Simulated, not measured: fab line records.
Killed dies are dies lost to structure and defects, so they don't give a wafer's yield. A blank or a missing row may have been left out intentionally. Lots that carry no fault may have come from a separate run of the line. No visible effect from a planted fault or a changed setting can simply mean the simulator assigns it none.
fab line records	flow gf180mcu
record lots=24	wafers=72	lastDay=34
route steps=602 shown SALICIDE@286 CONTACT@301 M3@411 V3@431 V5@562
lots with no fault: from the same line, run without faults
startH: hours from the record's opening day to when the first of the lot's shown wafers began	waitH: hours since the lot's step before	" same as the row above	L1.1+2: a row that stands for several wafers	- either no value or no given start	* or withheld: withheld	< > ~ a bound
route shown NAME@n: names a module that has steps shown in the file, with the first one's number in the route	usual: the fault-free wafers' mean and standard deviation	same: alike in all rows	chamber/n: place in a boat	sites: readings site by site	_std_site: their standard deviation	_edge_site: mean of outer sites minus mean of inner sites	radiusMm: for every site, how far away it sits from the centre of the wafer	mask NAME#n: copy n	behind: the last tool/chamber to shape the wafer	hold: reason for holding the lot/hours on hold/outcome of the hold	device: the transistor (n, p or np) that didn't switch	end of line: tests of these same wafers at the route's end	a step without rows: its recipe alone	killed: not the wafer's yield, but the dies lost to structure and defects at the first sort	map: a wafer's dies, x killed, . not, _ none there
set.NAME: the setting that was run; set.NAME@STEP: the one run at that earlier step	model.NAME: the simulator's own value behind a step, which no gauge read
steps of the route over a sample of lots; a table a step, a row a wafer
services: a tool's chamber out of use, with start hour (startH, from the record's first day; less than 0 if before it), hours out, and reason
## steps
# step GF_SALICIDE_RTA_08
# recipe tempC=800	timeS=30	ambient=N2
# usual lampPowerPct=16.8/0.63	wafer_temp_C_max=804.8/0.87
# same timeS=30
lot.wafer	tool	chamber	startH	waitH	lampPowerPct	wafer_temp_C_max
L074.1	rtpAnneal-02	0	337.53	0.0	17.5	804.7
L074.2	"	0	"	"	17.5	806.0
L074.4	"	0	"	"	17.5	804.4
L075.1	rtpAnneal-01	0	357.34	0.0	16.2	804.0
L075.2	"	0	"	"	16.3	805.5
L075.3	"	0	"	"	16.2	805.8
L076.1	rtpAnneal-02	0	357.51	0.0	17.5	805.2
L076.4	"	0	"	"	17.5	804.2
L076.6	"	0	"	"	17.5	804.1
L077.4	rtpAnneal-02	0	361.13	0.1	17.5	805.7
L077.5	"	0	"	"	17.5	805.3
L077.6	"	0	"	"	17.5	805.4
L079.3	rtpAnneal-02	0	383.20	0.0	17.5	804.1
L079.4	"	0	"	"	17.5	804.1
L079.5	"	0	"	"	17.5	803.8
L078.3	rtpAnneal-01	0	384.56	0.0	16.3	803.8
L078.5	"	0	"	"	16.2	806.6
L078.6	"	0	"	"	16.2	804.5
L080.1	rtpAnneal-02	0	398.97	0.0	17.5	805.7
L080.5	"	0	"	"	17.5	805.1
L080.6	"	0	"	"	17.5	805.9
L081.1	rtpAnneal-02	0	403.38	0.0	17.5	803.2
L081.3	"	0	"	"	17.6	803.9
L081.6	"	0	"	"	17.5	805.8
L082.3	rtpAnneal-01	0	406.73	0.0	16.2	803.4
L082.5	"	0	"	"	16.3	805.9
L082.6	"	0	"	"	16.2	805.7
L083.1	rtpAnneal-01	0	427.92	0.0	16.3	804.3
L083.2	"	0	"	"	16.2	804.2
L083.5	"	0	"	"	16.2	805.6
L084.3	rtpAnneal-01	0	428.56	0.0	16.3	804.0
L084.5	"	0	"	"	16.2	804.1
L084.6	"	0	"	"	16.3	805.4
L085.3	rtpAnneal-02	0	440.58	0.0	17.5	806.8
L085.5	"	0	"	"	17.5	805.6
L085.6	"	0	"	"	17.5	804.4
L086.4	rtpAnneal-01	0	444.04	0.1	16.3	804.2
L086.5	"	0	"	"	16.3	803.8
L086.6	"	0	"	"	16.2	805.7
L087.2	rtpAnneal-02	0	455.76	0.0	17.5	806.1
L087.3	"	0	"	"	17.5	805.2
L087.4	"	0	"	"	17.5	804.5
L088.1	rtpAnneal-02	0	468.73	0.0	17.5	805.1
L088.2	"	0	"	"	17.5	803.7
L088.5	"	0	"	"	17.5	803.8
L089.1	rtpAnneal-01	0	469.82	0.0	16.2	805.2
L089.2	"	0	"	"	16.2	804.4
L089.5	"	0	"	"	16.3	804.8
L090.1	rtpAnneal-01	0	472.23	0.0	16.2	807.3
L090.2	"	0	"	"	16.2	804.9
L090.6	"	0	"	"	16.3	803.7
L091.1	rtpAnneal-01	0	488.29	0.0	16.2	804.2
L091.3	"	0	"	"	16.3	805.2
L091.4	"	0	"	"	16.2	804.8
L092.2	rtpAnneal-01	0	494.22	0.0	16.3	807.0
L092.4	"	0	"	"	16.3	805.4
L092.6	"	0	"	"	16.3	805.9
L093.2	rtpAnneal-01	0	503.15	0.0	16.3	804.6
L093.5	"	0	"	"	16.2	806.8
L093.6	"	0	"	"	16.3	805.1
L094.1	rtpAnneal-01	0	519.85	0.0	16.3	804.6
L094.4	"	0	"	"	16.2	804.9
L094.5	"	0	"	"	16.2	803.9
L095.1	rtpAnneal-02	0	521.04	0.0	17.5	803.8
L095.4	"	0	"	"	17.5	803.5
L095.6	"	0	"	"	17.5	805.2
L096.1	rtpAnneal-02	0	530.93	0.0	17.5	804.4
L096.3	"	0	"	"	17.5	805.5
L096.5	"	0	"	"	17.5	803.8
L097.2	rtpAnneal-01	0	536.51	0.0	16.2	805.4
L097.4	"	0	"	"	16.2	803.7
L097.5	"	0	"	"	16.2	803.6
# step GF_CONTACT_CD_MEAS_14
# recipe targetCdNm=220
# usual cdNm=219.6/1.5
lot.wafer	tool	chamber	startH	waitH	cdNm
L074.1	cdSem-01	-	360.21	0.1	221.9
L074.2	"	-	"	"	222.4
L074.4	"	-	"	"	222.3
L075.1	cdSem-02	-	380.08	0.1	218.4
L075.2	"	-	"	"	217.2
L075.3	"	-	"	"	217.9
L076.1	cdSem-01	-	380.20	0.1	221.5
L076.4	"	-	"	"	221.2
L076.6	"	-	"	"	221.8
L077.4	cdSem-01	-	384.36	0.1	219.2
L077.5	"	-	"	"	219.5
L077.6	"	-	"	"	219.6
L079.3	cdSem-02	-	406.77	0.1	218.1
L079.4	"	-	"	"	220.1
L079.5	"	-	"	"	217.8
L078.3	cdSem-02	-	407.94	0.1	219.1
L078.5	"	-	"	"	219.4
L078.6	"	-	"	"	218.9
L080.1	cdSem-02	-	422.85	0.1	219.1
L080.5	"	-	"	"	220.1
L080.6	"	-	"	"	219.1
L081.1	cdSem-01	-	428.20	0.1	218.6
L081.3	"	-	"	"	218.8
L081.6	"	-	"	"	218.0
L082.3	cdSem-01	-	431.90	0.1	219.4
L082.5	"	-	"	"	221.0
L082.6	"	-	"	"	220.4
L083.1	cdSem-02	-	452.38	0.1	218.4
L083.2	"	-	"	"	218.3
L083.5	"	-	"	"	219.7
L084.3	cdSem-01	-	452.77	0.1	220.5
L084.5	"	-	"	"	219.9
L084.6	"	-	"	"	221.3
L085.3	cdSem-01	-	465.45	0.1	219.8
L085.5	"	-	"	"	220.4
L085.6	"	-	"	"	219.8
L086.4	cdSem-01	-	469.17	0.1	221.6
L086.5	"	-	"	"	220.5
L086.6	"	-	"	"	221.5
L087.2	cdSem-01	-	480.53	0.1	219.8
L087.3	"	-	"	"	221.5
L087.4	"	-	"	"	220.3
L088.1	cdSem-01	-	492.86	0.1	218.5
L088.2	"	-	"	"	218.8
L088.5	"	-	"	"	219.3
L089.1	cdSem-01	-	494.55	0.1	215.4
L089.2	"	-	"	"	217.1
L089.5	"	-	"	"	216.4
L090.1	cdSem-02	-	496.56	0.1	221.2
L090.2	"	-	"	"	219.7
L090.6	"	-	"	"	220.6
L091.1	cdSem-01	-	513.03	0.2	221.1
L091.3	"	-	"	"	221.5
L091.4	"	-	"	"	224.1
L092.2	cdSem-01	-	518.02	0.1	220.0
L092.4	"	-	"	"	220.3
L092.6	"	-	"	"	220.2
L093.2	cdSem-01	-	527.37	0.1	220.0
L093.5	"	-	"	"	219.3
L093.6	"	-	"	"	220.1
L094.1	cdSem-01	-	543.55	0.1	220.4
L094.4	"	-	"	"	220.9
L094.5	"	-	"	"	219.3
L095.1	cdSem-02	-	544.66	0.1	217.1
L095.4	"	-	"	"	219.3
L095.6	"	-	"	"	218.7
L096.1	cdSem-02	-	554.55	0.1	218.8
L096.3	"	-	"	"	219.3
L096.5	"	-	"	"	217.5
L097.2	cdSem-01	-	558.95	0.1	219.8
L097.4	"	-	"	"	218.9
L097.5	"	-	"	"	219.0
# step GF_M3_SPUTTER_02
# recipe material=AlCu	targetThkNm=450	powerW=10600	timeS=23.9	chamberPressurePa=0.4
# usual chamberPressurePa=0.3999/0.00075	throttleValvePct=29.6/0.75
# same timeS=23.9
lot.wafer	tool	chamber	startH	waitH	chamberPressurePa	throttleValvePct
L074.1	pvdSputter-01	-	462.41	0.0	0.4007	29.6
L074.2	"	-	"	"	0.3989	28.6
L074.4	"	-	"	"	0.3988	29.9
L076.1	pvdSputter-01	-	483.44	0.0	0.4021	30.0
L076.4	"	-	"	"	0.4004	28.5
L076.6	"	-	"	"	0.3995	29.9
L075.1	pvdSputter-02	-	483.95	0.0	0.3987	29.7
L075.2	"	-	"	"	0.4004	28.4
L075.3	"	-	"	"	0.3998	30.3
L077.4	pvdSputter-01	-	488.21	0.0	0.3999	29.0
L077.5	"	-	"	"	0.3997	28.6
L077.6	"	-	"	"	0.4000	29.7
L079.3	pvdSputter-01	-	511.05	0.0	0.3991	28.8
L079.4	"	-	"	"	0.3998	28.9
L079.5	"	-	"	"	0.3990	28.4
L078.3	pvdSputter-04	-	512.65	0.0	0.3996	30.3
L078.5	"	-	"	"	0.4011	30.0
L078.6	"	-	"	"	0.4002	30.7
L080.1	pvdSputter-02	-	525.41	0.0	0.3994	29.6
L080.5	"	-	"	"	0.4004	28.1
L080.6	"	-	"	"	0.3996	29.4
L081.1	pvdSputter-04	-	531.06	0.0	0.4002	30.2
L081.3	"	-	"	"	0.3996	29.3
L081.6	"	-	"	"	0.3996	30.8
L082.3	pvdSputter-02	-	534.97	0.0	0.3991	29.9
L082.5	"	-	"	"	0.3999	30.2
L082.6	"	-	"	"	0.3996	28.3
L083.1	pvdSputter-02	-	554.57	0.0	0.3980	29.4
L083.2	"	-	"	"	0.3994	30.0
L083.5	"	-	"	"	0.3995	29.7
L084.3	pvdSputter-04	-	555.20	0.0	0.4025	30.4
L084.5	"	-	"	"	0.4019	29.9
L084.6	"	-	"	"	0.4000	30.9
L085.3	pvdSputter-02	-	565.85	0.0	0.4000	28.5
L085.5	"	-	"	"	0.4005	29.5
L085.6	"	-	"	"	0.4011	29.3
L086.4	pvdSputter-01	-	568.14	0.0	0.4004	30.0
L086.5	"	-	"	"	0.3997	29.7
L086.6	"	-	"	"	0.4005	29.9
L087.2	pvdSputter-04	-	580.05	0.0	0.3998	30.3
L087.3	"	-	"	"	0.3989	29.3
L087.4	"	-	"	"	0.3995	30.2
L088.1	pvdSputter-04	-	589.81	0.0	0.3996	30.8
L088.2	"	-	"	"	0.3997	29.2
L088.5	"	-	"	"	0.3999	29.4
L089.1	pvdSputter-04	-	593.47	0.0	0.4012	30.8
L089.2	"	-	"	"	0.4006	29.4
L089.5	"	-	"	"	0.3996	29.1
L090.1	pvdSputter-02	-	594.78	0.0	0.3992	29.8
L090.2	"	-	"	"	0.3995	29.6
L090.6	"	-	"	"	0.3996	29.5
L091.1	pvdSputter-02	-	609.42	0.0	0.3995	29.9
L091.3	"	-	"	"	0.4013	29.8
L091.4	"	-	"	"	0.3990	29.4
L092.2	pvdSputter-02	-	612.19	0.0	0.3993	30.2
L092.4	"	-	"	"	0.3992	29.6
L092.6	"	-	"	"	0.3993	29.5
L093.2	pvdSputter-01	-	621.17	0.0	0.4002	28.3
L093.5	"	-	"	"	0.4000	29.6
L093.6	"	-	"	"	0.3983	28.8
L094.1	pvdSputter-01	-	637.27	0.0	0.4001	29.6
L094.4	"	-	"	"	0.3999	28.8
L094.5	"	-	"	"	0.3998	30.0
L095.1	pvdSputter-01	-	637.66	0.0	0.3996	29.6
L095.4	"	-	"	"	0.3998	28.6
L095.6	"	-	"	"	0.4001	29.9
L096.1	pvdSputter-01	-	644.72	0.0	0.3996	28.4
L096.3	"	-	"	"	0.3995	29.6
L096.5	"	-	"	"	0.3982	29.8
L097.2	pvdSputter-04	-	650.30	0.0	0.3997	30.8
L097.4	"	-	"	"	0.3983	30.8
L097.5	"	-	"	"	0.4000	30.7
# step GF_V3_CVD_02
# recipe material=SiO2	targetThkNm=850	precursor=TEOS	tempC=400	timeS=94.851	rfW=600
# usual heaterPowerW=668/120
# same timeS=94.851
lot.wafer	tool	chamber	startH	waitH	heaterPowerW
L074.1	pecvd-01	2	487.88	0.1	463
L074.2	"	1	"	"	654
L074.4	"	2	"	"	496
L076.1	pecvd-03	1	507.82	0.1	596
L076.4	"	2	"	"	828
L076.6	"	1	"	"	638
L075.1	pecvd-01	0	508.18	0.1	515
L075.2	"	2	"	"	537
L075.3	"	1	"	"	743
L077.4	pecvd-02	1	512.78	0.1	709
L077.5	"	2	"	"	534
L077.6	"	0	"	"	729
L079.3	pecvd-02	1	535.58	0.0	758
L079.4	"	0	"	"	765
L079.5	"	1	"	"	836
L078.3	pecvd-01	2	536.88	0.0	542
L078.5	"	1	"	"	745
L078.6	"	0	"	"	491
L080.1	pecvd-03	1	548.70	0.1	677
L080.5	"	0	"	"	580
L080.6	"	1	"	"	704
L081.1	pecvd-03	2	554.96	0.1	833
L081.3	"	0	"	"	728
L081.6	"	1	"	"	572
L082.3	pecvd-02	2	558.11	0.0	559
L082.5	"	0	"	"	786
L082.6	"	2	"	"	602
L083.1	pecvd-03	1	577.40	0.1	607
L083.2	"	0	"	"	704
L083.5	"	2	"	"	737
L084.3	pecvd-01	2	578.52	0.0	548
L084.5	"	2	"	"	556
L084.6	"	1	"	"	595
L085.3	pecvd-01	0	588.48	0.0	546
L085.5	"	0	"	"	424
L085.6	"	1	"	"	738
L086.4	pecvd-01	0	590.83	0.1	446
L086.5	"	2	"	"	540
L086.6	"	1	"	"	679
L087.2	pecvd-02	0	602.57	0.0	685
L087.3	"	1	"	"	725
L087.4	"	2	"	"	663
L088.1	pecvd-01	1	611.77	0.1	625
L088.2	"	2	"	"	528
L088.5	"	0	"	"	511
L089.1	pecvd-02	1	615.40	0.1	845
L089.2	"	0	"	"	776
L089.5	"	1	"	"	871
L090.1	pecvd-03	0	615.93	0.1	696
L090.2	"	1	"	"	684
L090.6	"	1	"	"	706
L091.1	pecvd-03	2	631.15	0.1	752
L091.3	"	1	"	"	692
L091.4	"	1	"	"	563
L092.2	pecvd-01	1	633.78	0.0	701
L092.4	"	0	"	"	401
L092.6	"	1	"	"	733
L093.2	pecvd-02	2	642.86	0.0	655
L093.5	"	0	"	"	778
L093.6	"	1	"	"	708
L094.1	pecvd-03	1	658.18	0.1	707
L094.4	"	2	"	"	884
L094.5	"	0	"	"	676
L095.1	pecvd-02	1	658.70	0.1	853
L095.4	"	2	"	"	670
L095.6	"	1	"	"	905
L096.1	pecvd-03	1	665.53	0.1	706
L096.3	"	0	"	"	614
L096.5	"	0	"	"	674
L097.2	pecvd-03	0	670.68	0.0	652
L097.4	"	2	"	"	731
L097.5	"	1	"	"	688
# step GF_V3_THK_MEAS_03
# recipe reads=SiO2_of_V3_CVD_02
# usual V3_CVD_02_THK=853/10
lot.wafer	tool	chamber	startH	waitH	V3_CVD_02_THK[nm]
L074.1	filmMetro-03	-	487.95	0.0	831
L074.2	"	-	"	"	850
L074.4	"	-	"	"	844
L076.1	filmMetro-03	-	507.89	0.0	860
L076.4	"	-	"	"	851
L076.6	"	-	"	"	861
L075.1	filmMetro-03	-	508.25	0.0	847
L075.2	"	-	"	"	839
L075.3	"	-	"	"	843
L077.4	filmMetro-02	-	512.85	0.0	860
L077.5	"	-	"	"	855
L077.6	"	-	"	"	851
L079.3	filmMetro-03	-	535.67	0.1	849
L079.4	"	-	"	"	854
L079.5	"	-	"	"	870
L078.3	filmMetro-03	-	536.97	0.1	855
L078.5	"	-	"	"	883
L078.6	"	-	"	"	872
L080.1	filmMetro-02	-	548.76	0.0	845
L080.5	"	-	"	"	868
L080.6	"	-	"	"	856
L081.1	filmMetro-03	-	555.03	0.0	845
L081.3	"	-	"	"	864
L081.6	"	-	"	"	870
L082.3	filmMetro-02	-	558.20	0.1	836
L082.5	"	-	"	"	842
L082.6	"	-	"	"	849
L083.1	filmMetro-02	-	577.47	0.0	857
L083.2	"	-	"	"	859
L083.5	"	-	"	"	854
L084.3	filmMetro-02	-	578.61	0.1	846
L084.5	"	-	"	"	859
L084.6	"	-	"	"	873
L085.3	filmMetro-02	-	588.57	0.1	844
L085.5	"	-	"	"	866
L085.6	"	-	"	"	872
L086.4	filmMetro-02	-	590.90	0.0	869
L086.5	"	-	"	"	852
L086.6	"	-	"	"	864
L087.2	filmMetro-03	-	602.65	0.0	843
L087.3	"	-	"	"	843
L087.4	"	-	"	"	849
L088.1	filmMetro-01	-	611.84	0.0	834
L088.2	"	-	"	"	854
L088.5	"	-	"	"	869
L089.1	filmMetro-03	-	615.47	0.0	842
L089.2	"	-	"	"	836
L089.5	"	-	"	"	858
L090.1	filmMetro-03	-	616.00	0.0	849
L090.2	"	-	"	"	846
L090.6	"	-	"	"	856
L091.1	filmMetro-03	-	631.23	0.1	839
L091.3	"	-	"	"	850
L091.4	"	-	"	"	854
L092.2	filmMetro-02	-	633.86	0.0	849
L092.4	"	-	"	"	871
L092.6	"	-	"	"	857
L093.2	filmMetro-03	-	642.94	0.0	846
L093.5	"	-	"	"	840
L093.6	"	-	"	"	864
L094.1	filmMetro-03	-	658.25	0.0	847
L094.4	"	-	"	"	858
L094.5	"	-	"	"	861
L095.1	filmMetro-03	-	658.77	0.0	839
L095.4	"	-	"	"	841
L095.6	"	-	"	"	858
L096.1	filmMetro-01	-	665.60	0.0	847
L096.3	"	-	"	"	840
L096.5	"	-	"	"	869
L097.2	filmMetro-02	-	670.76	0.0	847
L097.4	"	-	"	"	860
L097.5	"	-	"	"	855
# step GF_V5_SPUTTER_22
# recipe material=TiN	targetThkNm=10	chamberPressurePa=5	powerW=4000	timeS=40
# usual chamberPressurePa=5.000/0.0091	throttleValvePct=29.7/1.1
# same timeS=40
lot.wafer	tool	chamber	startH	waitH	chamberPressurePa	throttleValvePct
L074.1	pvdSputter-01	-	630.30	0.0	4.987	28.2
L074.2	"	-	"	"	4.991	29.5
L074.4	"	-	"	"	4.978	30.1
L076.1	pvdSputter-01	-	646.84	0.0	5.000	28.8
L076.4	"	-	"	"	4.985	29.7
L076.6	"	-	"	"	5.005	29.7
L075.1	pvdSputter-03	-	647.46	0.0	4.984	30.1
L075.2	"	-	"	"	4.990	30.0
L075.3	"	-	"	"	4.992	32.3
L077.4	pvdSputter-01	-	650.04	0.0	4.999	29.9
L077.5	"	-	"	"	5.014	28.5
L077.6	"	-	"	"	4.995	30.0
L079.3	pvdSputter-03	-	669.20	0.0	4.994	28.8
L079.4	"	-	"	"	5.016	32.2
L079.5	"	-	"	"	4.997	30.4
L078.3	pvdSputter-02	-	669.55	0.0	4.994	30.2
L078.5	"	-	"	"	4.995	29.4
L078.6	"	-	"	"	4.999	30.3
L080.1	pvdSputter-02	-	680.44	0.0	5.001	28.2
L080.5	"	-	"	"	5.003	28.0
L080.6	"	-	"	"	5.008	30.2
L081.1	pvdSputter-01	-	684.02	0.0	5.001	28.5
L081.3	"	-	"	"	4.984	28.9
L081.6	"	-	"	"	4.995	28.5
L082.3	pvdSputter-03	-	689.11	0.0	5.007	28.8
L082.5	"	-	"	"	4.984	29.9
L082.6	"	-	"	"	4.995	28.8
L083.1	pvdSputter-02	-	703.24	0.0	5.011	30.3
L083.2	"	-	"	"	5.010	29.7
L083.5	"	-	"	"	5.008	29.6
L084.3	pvdSputter-03	-	704.45	0.0	5.008	28.5
L084.5	"	-	"	"	5.005	31.8
L084.6	"	-	"	"	4.993	30.2
L085.3	pvdSputter-01	-	715.96	0.0	4.991	28.6
L085.5	"	-	"	"	4.990	28.5
L085.6	"	-	"	"	4.989	29.9
L086.4	pvdSputter-02	-	716.31	0.0	5.008	29.8
L086.5	"	-	"	"	5.005	29.9
L086.6	"	-	"	"	4.993	27.8
L087.2	pvdSputter-01	-	727.10	0.0	5.005	28.8
L087.3	"	-	"	"	4.982	29.1
L087.4	"	-	"	"	4.986	29.6
L088.1	pvdSputter-03	-	734.05	0.0	5.005	28.8
L088.2	"	-	"	"	5.004	30.1
L088.5	"	-	"	"	5.000	29.0
L089.1	pvdSputter-02	-	737.09	0.0	4.994	29.1
L089.2	"	-	"	"	5.003	29.6
L089.5	"	-	"	"	5.000	29.7
L090.1	pvdSputter-01	-	738.03	0.0	4.986	29.5
L090.2	"	-	"	"	5.003	29.0
L090.6	"	-	"	"	5.001	30.1
L091.1	pvdSputter-01	-	751.35	0.0	4.993	29.8
L091.3	"	-	"	"	5.007	29.1
L091.4	"	-	"	"	5.017	29.8
L092.2	pvdSputter-01	-	752.96	0.0	4.999	28.7
L092.4	"	-	"	"	5.005	30.1
L092.6	"	-	"	"	5.014	29.5
L093.2	pvdSputter-01	-	759.95	0.0	5.001	30.0
L093.5	"	-	"	"	5.006	28.7
L093.6	"	-	"	"	4.998	29.9
L094.1	pvdSputter-02	-	773.66	0.0	4.997	29.4
L094.4	"	-	"	"	4.999	30.3
L094.5	"	-	"	"	4.999	29.8
L095.1	pvdSputter-03	-	774.00	0.0	5.004	30.1
L095.4	"	-	"	"	4.986	28.8
L095.6	"	-	"	"	5.000	30.5
L096.1	pvdSputter-03	-	779.53	0.0	4.999	32.1
L096.3	"	-	"	"	4.991	28.4
L096.5	"	-	"	"	5.006	30.2
L097.2	pvdSputter-03	-	782.38	0.0	5.006	32.4
L097.4	"	-	"	"	5.015	30.4
L097.5	"	-	"	"	4.999	30.3
## services
tool	chamber	startH	hours	kind
pvdSputter-01	-	326.95	0.6	repair
rtpAnneal-01	-	373.29	1.2	pm
pecvd-03	-	386.86	23.1	repair
pecvd-03	-	459.51	3.2	repair
pvdSputter-03	-	488.34	3.2	repair
pvdSputter-02	-	509.57	7.5	repair
pvdSputter-01	-	532.12	3.2	repair
pvdSputter-02	-	538.51	15.4	repair
pvdSputter-01	-	548.85	2.0	repair
pecvd-01	-	591.12	14.0	pm
pvdSputter-01	-	612.34	6.5	repair
pvdSputter-03	-	622.29	23.7	repair
pvdSputter-01	-	623.78	6.4	repair
pvdSputter-02	-	626.18	3.9	repair
pvdSputter-02	-	628.41	2.7	repair
pvdSputter-02	-	645.91	6.9	repair
pecvd-03	-	684.55	2.8	repair
rtpAnneal-02	-	696.66	3.7	pm
pecvd-01	-	700.91	1.4	repair
pvdSputter-02	-	754.30	2.9	repair
pecvd-03	-	759.26	2.3	repair
pecvd-01	1	760.06	5.4	repair
pvdSputter-01	-	772.92	6.9	repair
pvdSputter-01	-	777.55	9.6	repair
## key
fault none
